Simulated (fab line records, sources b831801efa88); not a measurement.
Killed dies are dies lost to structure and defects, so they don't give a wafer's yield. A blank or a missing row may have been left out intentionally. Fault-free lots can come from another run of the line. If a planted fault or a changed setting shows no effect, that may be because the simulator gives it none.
fab line records	flow sky130
[record] lots = 12	wafers = 36	lastDay = 50
route steps=708 shown VT_ADJUST_NCORE@129 VT_ADJUST_HVTR@142 POLY_GATE@217
lots that met no fault: taken from a fault-free run of the same line
startH: hours from the record's first day to the start of the lot's first wafer shown	waitH: hours since the lot's step before	" identical to the entry in the row above	L1.1+2: a row that stands for several wafers	- value missing, or start not given	* or withheld: withheld	< > ~ a bound
route shown NAME@n: names a module that has steps shown in the file, with the first one's number in the route	usual: mean/standard deviation taken from wafers without a fault	same: alike in all rows	chamber/n: place in a boat	sites: each site's reading	_std_site: standard deviation of those values	_edge_site: the outer-site mean with the inner-site mean subtracted	radiusMm: for every site, how far away it sits from the centre of the wafer	mask NAME#n: copy n	behind: tool/chamber where the wafer was last shaped	hold: cause of the lot's hold/its duration in hours/its outcome	device: which transistor (n, p or np) failed to switch	end of line: the route-end tests of the same wafers	step lacking rows: just its recipe	killed: the dies lost at the first sort to structure and to defects; this is not the yield of the wafer	map: shows each die of a wafer: x if killed, . if not, _ if none is there
set.NAME: the setting the step ran with; set.NAME@STEP: the setting that earlier step ran with	model.NAME: the simulator's own value behind a step, which no gauge read
route steps across a sampled set of lots; one table per step, one row per wafer
services: a tool's chamber out of use, with start hour (startH, from the record's first day; less than 0 if before it), hours out, and reason
[[steps]]
[step SKY_VT_ADJUST_NCORE_STRIP_10]
[recipe] chemistry = O2/N2	powerW = 1400	pressureMtorr = 1500	platenTempC = withheld	o2FlowSccm = 3000	n2FlowSccm = 300	overashFraction = 0.5
[usual] drypumpMotorCurrentA = 5.9/0.47	oesProductAu = 0.716/0.0044	stripTimeToEndpointS = 14.17/0.045
lot.wafer	tool	chamber	startH	waitH	drypumpMotorCurrentA	oesProductAu	rfHoursCounterH	stripTimeToEndpointS
L625.2	plasmaAsher-01	0	182.42	0.1	5.9	0.725	51	14.11
L625.5	"	1	"	"	5.7	0.713	-	14.12
L625.6	"	0	"	"	5.9	0.717	-	14.09
L628.2	plasmaAsher-01	0	206.12	0.1	5.9	0.712	54	14.21
L628.3	"	0	"	"	5.9	0.714	-	14.20
L628.4	"	1	"	"	5.7	0.717	-	14.19
L630.1	plasmaAsher-02	0	216.86	0.1	6.6	0.722	9	14.16
L630.3	"	0	"	"	6.6	0.709	-	14.18
L630.6	"	0	"	"	6.5	0.717	-	14.20
L632.1	plasmaAsher-02	1	229.43	0.1	4.9	0.718	10	14.19
L632.2	"	0	"	"	6.5	0.712	10	14.19
L632.5	"	0	"	"	6.6	0.719	-	14.18
L633.1	plasmaAsher-01	1	234.87	0.1	5.7	0.715	57	14.06
L633.5	"	1	"	"	5.7	0.717	-	14.10
L633.6	"	0	"	"	5.9	0.718	-	14.11
L640.2	plasmaAsher-01	0	294.11	0.1	5.9	0.711	63	14.21
L640.3	"	0	"	"	5.9	0.712	-	14.22
L640.4	"	1	"	"	5.7	0.723	-	14.21
L642.2	plasmaAsher-02	1	303.11	0.1	4.9	0.708	17	14.16
L642.3	"	1	"	"	4.9	0.720	-	14.15
L642.5	"	0	"	"	6.5	0.706	-	14.15
L643.1	plasmaAsher-01	0	310.43	0.1	5.9	0.712	64	14.11
L643.3	"	0	"	"	5.9	0.715	-	14.13
L643.5	"	1	"	"	5.7	0.721	-	14.14
L644.3	plasmaAsher-01	1	321.56	0.1	5.7	0.718	-	14.10
L644.4	"	0	"	"	5.9	0.716	-	14.10
L644.6	"	1	"	"	5.7	0.716	-	14.09
L645.1	plasmaAsher-01	1	327.53	0.1	5.7	0.711	66	14.16
L645.5	"	1	"	"	5.7	0.720	-	14.20
L645.6	"	0	"	"	5.9	0.706	-	14.15
L646.1	plasmaAsher-01	0	334.36	0.1	5.9	0.714	67	14.20
L646.4	"	0	"	"	5.9	0.715	-	14.16
L646.5	"	1	"	"	5.7	0.709	-	14.16
L647.1	plasmaAsher-03	1	340.38	0.1	6.3	0.723	53	14.08
L647.2	"	0	"	"	6.0	0.711	53	14.07
L647.5	"	1	"	"	6.3	0.714	-	14.07
[step SKY_VT_ADJUST_HVTR_TW_MEAS_11]
[usual] VT_ADJUST_HVTR_TW = 212.6/2.1
lot.wafer	tool	chamber	startH	waitH	VT_ADJUST_HVTR_TW
L625.2	filmMetro-04	-	204.37	0.1	212.2
L625.5	"	-	"	"	211.0
L625.6	"	-	"	"	211.6
L628.2	filmMetro-02	-	228.94	0.1	215.6
L628.3	"	-	"	"	215.6
L628.4	"	-	"	"	214.8
L630.1	filmMetro-03	-	239.76	0.1	211.7
L630.3	"	-	"	"	211.7
L630.6	"	-	"	"	212.0
L632.1	filmMetro-03	-	253.30	0.1	210.5
L632.2	"	-	"	"	210.3
L632.5	"	-	"	"	211.0
L633.1	filmMetro-02	-	258.93	0.1	212.1
L633.5	"	-	"	"	213.4
L633.6	"	-	"	"	212.9
L640.2	filmMetro-02	-	320.21	0.1	215.7
L640.3	"	-	"	"	216.3
L640.4	"	-	"	"	216.1
L642.2	filmMetro-02	-	329.86	0.1	216.2
L642.3	"	-	"	"	215.1
L642.5	"	-	"	"	215.5
L643.1	filmMetro-04	-	336.95	0.1	210.5
L643.3	"	-	"	"	210.5
L643.5	"	-	"	"	210.6
L644.3	filmMetro-03	-	349.18	0.1	211.4
L644.4	"	-	"	"	212.2
L644.6	"	-	"	"	211.7
L645.1	filmMetro-02	-	354.93	0.1	213.8
L645.5	"	-	"	"	213.4
L645.6	"	-	"	"	213.5
L646.1	filmMetro-04	-	362.48	0.1	211.2
L646.4	"	-	"	"	212.1
L646.5	"	-	"	"	210.3
L647.1	filmMetro-04	-	368.08	0.1	212.4
L647.2	"	-	"	"	211.8
L647.5	"	-	"	"	210.3
[step SKY_POLY_GATE_CVD_03]
[recipe] material = Si3N4	precursor = DCS/NH3	targetThkNm = 75	tempC = 770	timeS = 1290	pressureMtorr = 250
lot.wafer	tool	chamber	startH	waitH
L625.2+5+6	lpcvd-02	0	341.66	0.4
L628.2+3+4	lpcvd-02	1	368.48	1.1
L630.1+3+6	lpcvd-02	0	385.95	1.5
L632.1+2+5	lpcvd-02	1	401.23	2.4
L633.1+5+6	lpcvd-02	0	406.02	0.0
L640.2+3+4	lpcvd-02	0	480.27	0.0
L642.2+3+5	lpcvd-02	1	491.37	0.0
L643.1+3+5	lpcvd-02	0	498.22	0.0
L644.3+4+6	lpcvd-02	1	510.32	0.0
L645.1+5+6	lpcvd-02	0	514.62	0.7
L646.1+4+5	lpcvd-02	0	525.07	0.2
L647.1+2+5	lpcvd-02	0	528.30	0.0
[step SKY_POLY_GATE_THK_MEAS_04]
[recipe] reads = Si3N4_of_POLY_GATE_CVD_03
[usual] POLY_GATE_CVD_03_THK = 74.9/0.68
lot.wafer	tool	chamber	startH	waitH	hold	POLY_GATE_CVD_03_THK[nm]
L625.2	filmMetro-02	-	343.02	0.0	-	75.3
L625.5	"	-	"	"	-	75.5
L625.6	"	-	"	"	-	75.7
L628.2	filmMetro-01	-	369.85	0.0	-	73.4
L628.3	"	-	"	"	-	73.8
L628.4	"	-	"	"	-	73.7
L630.1	filmMetro-01	-	387.99	0.0	-	76.3
L630.3	"	-	"	"	-	76.3
L630.6	"	-	"	"	-	75.9
L632.1	filmMetro-01	-	402.59	0.0	awaitDispo/0.2h/release	41.9
L632.2	"	-	"	"	awaitDispo/0.2h/release	41.7
L632.5	"	-	"	"	awaitDispo/0.2h/release	42.0
L632.1	filmMetro-01	-	402.82	0.2	-	41.9
L632.2	"	-	"	"	-	41.6
L632.5	"	-	"	"	-	42.0
L633.1	filmMetro-02	-	407.38	0.0	awaitDispo/0.2h/release	42.1
L633.5	"	-	"	"	awaitDispo/0.2h/release	42.6
L633.6	"	-	"	"	awaitDispo/0.2h/release	42.8
L633.1	filmMetro-02	-	407.60	0.2	-	42.2
L633.5	"	-	"	"	-	42.7
L633.6	"	-	"	"	-	42.8
L640.2	filmMetro-02	-	481.64	0.0	-	74.5
L640.3	"	-	"	"	-	75.8
L640.4	"	-	"	"	-	74.4
L642.2	filmMetro-04	-	492.74	0.0	-	75.2
L642.3	"	-	"	"	-	75.3
L642.5	"	-	"	"	-	75.0
L643.1	filmMetro-02	-	499.58	0.0	-	74.0
L643.3	"	-	"	"	-	73.9
L643.5	"	-	"	"	-	74.4
L644.3	filmMetro-01	-	512.38	0.0	-	74.8
L644.4	"	-	"	"	-	73.7
L644.6	"	-	"	"	-	74.8
L645.1	filmMetro-02	-	515.97	0.0	-	74.7
L645.5	"	-	"	"	-	75.0
L645.6	"	-	"	"	-	75.1
L646.1	filmMetro-02	-	526.43	0.0	-	74.8
L646.4	"	-	"	"	-	74.7
L646.5	"	-	"	"	-	74.2
L647.1	filmMetro-02	-	529.66	0.0	-	74.5
L647.2	"	-	"	"	-	74.5
L647.5	"	-	"	"	-	74.7
[step SKY_POLY_GATE_ETCH_17]
[recipe] targetDepthNm = 180	stopOn = SiO2	overEtchFrac = 0.56667	chemistry = HBr/Cl2	target = poly-Si	icpW = 400	biasW = 100	pressureMtorr = 10	HBr_flow_sccm = 150	Cl2_flow_sccm = 50	timeS = 70.5
[usual] drypumpMotorCurrentA = 5.6/0.4	mfcCl2Sccm = 49.99/0.16	oesProductAu = 0.985/0.0082	throttleValvePct = 33.683/0.0089
[same] overEtchFrac = 0.56667
lot.wafer	tool	chamber	startH	waitH	drypumpMotorCurrentA	mfcCl2Sccm	oesProductAu	rfHoursCounterH	throttleValvePct
L625.2	rieSi-01	2	371.05	0.0	6.2	49.74	0.984	53	33.694
L625.5	"	0	"	"	5.6	49.85	0.992	-	33.684
L625.6	"	1	"	"	5.1	50.01	0.978	-	33.670
L628.2	rieSi-02	0	399.13	0.0	5.5	49.94	0.982	61	33.677
L628.3	"	1	"	"	4.9	50.13	0.976	2	33.673
L628.4	"	2	"	"	6.1	50.11	0.987	61	33.698
L630.1	rieSi-01	0	417.86	0.0	5.5	50.19	0.992	1	33.679
L630.3	"	1	"	"	5.2	50.04	0.977	2	33.682
L630.6	"	2	"	"	6.1	49.96	0.981	-	33.670
L640.2	rieSi-01	0	512.19	0.0	5.6	50.02	0.990	2	33.689
L640.3	"	3	"	"	5.9	49.76	0.995	1	33.670
L640.4	"	1	"	"	5.2	50.14	0.972	3	33.669
L642.2	rieSi-01	3	523.74	0.0	5.9	49.90	0.997	1	33.685
L642.3	"	0	"	"	5.6	50.00	0.992	2	33.693
L642.5	"	3	"	"	5.9	49.88	0.985	-	33.690
L643.1	rieSi-02	2	530.36	0.0	6.2	50.11	0.992	0	33.683
L643.3	"	1	"	"	5.0	50.16	0.981	3	33.677
L643.5	"	1	"	"	5.0	50.18	0.973	-	33.686
L644.3	rieSi-01	3	541.96	0.0	5.9	49.95	1.003	1	33.681
L644.4	"	1	"	"	5.1	49.93	0.977	-	33.673
L644.6	"	3	"	"	5.9	50.06	0.975	-	33.687
L645.1	rieSi-02	1	546.76	0.0	5.0	50.18	0.973	3	33.679
L645.5	"	0	"	"	5.5	50.16	0.978	-	33.671
L645.6	"	1	"	"	5.0	49.93	0.973	-	33.684
L646.1	rieSi-01	3	556.59	0.0	6.0	50.02	0.981	1	33.675
L646.4	"	1	"	"	5.1	49.90	0.973	-	33.680
L646.5	"	0	"	"	5.6	50.02	0.986	-	33.691
L647.1	rieSi-02	1	559.94	0.0	5.0	50.41	0.986	3	33.670
L647.2	"	2	"	"	6.1	49.67	0.996	0	33.691
L647.5	"	2	"	"	6.1	49.87	0.985	-	33.677
[[services]]
tool	chamber	startH	hours	kind
rieSi-01	-	174.10	28.1	pm
rieSi-01	2	222.45	1.5	repair
plasmaAsher-02	-	232.91	1.6	repair
plasmaAsher-02	-	235.55	0.8	repair
rieSi-02	1	238.29	10.1	repair
rieSi-01	0	251.21	-	clean
rieSi-01	0	251.21	22.3	scheduledDown
plasmaAsher-02	-	256.78	2.8	pm
plasmaAsher-01	-	281.11	2.8	pm
rieSi-01	-	285.07	0.5	repair
plasmaAsher-02	-	286.43	2.3	repair
rieSi-02	1	286.94	3.3	repair
lpcvd-02	-	287.24	2.3	repair
plasmaAsher-02	-	315.89	3.8	repair
rieSi-02	-	330.15	0.9	repair
rieSi-02	-	332.85	2.8	pm
rieSi-01	1	337.56	8.9	repair
plasmaAsher-01	-	346.57	3.3	pm
rieSi-01	-	373.43	2.8	pm
plasmaAsher-01	-	381.34	15.6	pm
plasmaAsher-02	-	417.11	0.5	repair
rieSi-02	1	427.34	3.5	repair
plasmaAsher-01	-	445.88	14.6	pm
rieSi-01	2	521.60	21.0	repair
[[key]]
[firstSign] step = SKY_POLY_GATE_THK_MEAS_04	reading = visit	direction = added
[effect] step = SKY_POLY_GATE_THK_MEAS_04	reading = POLY_GATE_CVD_03_THK	direction = down	sigmas = 48	usual = 74.9	struck = 42.2
metAt SKY_POLY_GATE_CVD_03
struckLots L632,L633
scrappedBehind SKY_POLY_GATE_THK_MEAS_04 L632.1,L632.2,L632.5,L633.1,L633.5,L633.6
notActingAt SKY_VT_ADJUST_NCORE_STRIP_10,SKY_VT_ADJUST_HVTR_TW_MEAS_11,SKY_POLY_GATE_ETCH_17
onsetBetween 385.95 401.23
[fault] kind = processParameterDrift	tool = lpcvd-02	chamber = -	onsetH = 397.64	steps = SKY_POLY_GATE_CVD_03	channel = targetThkNm	offset = -32.686	shape = step	endH = 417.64	actsIn = theseRecipesOnly	stated = 75
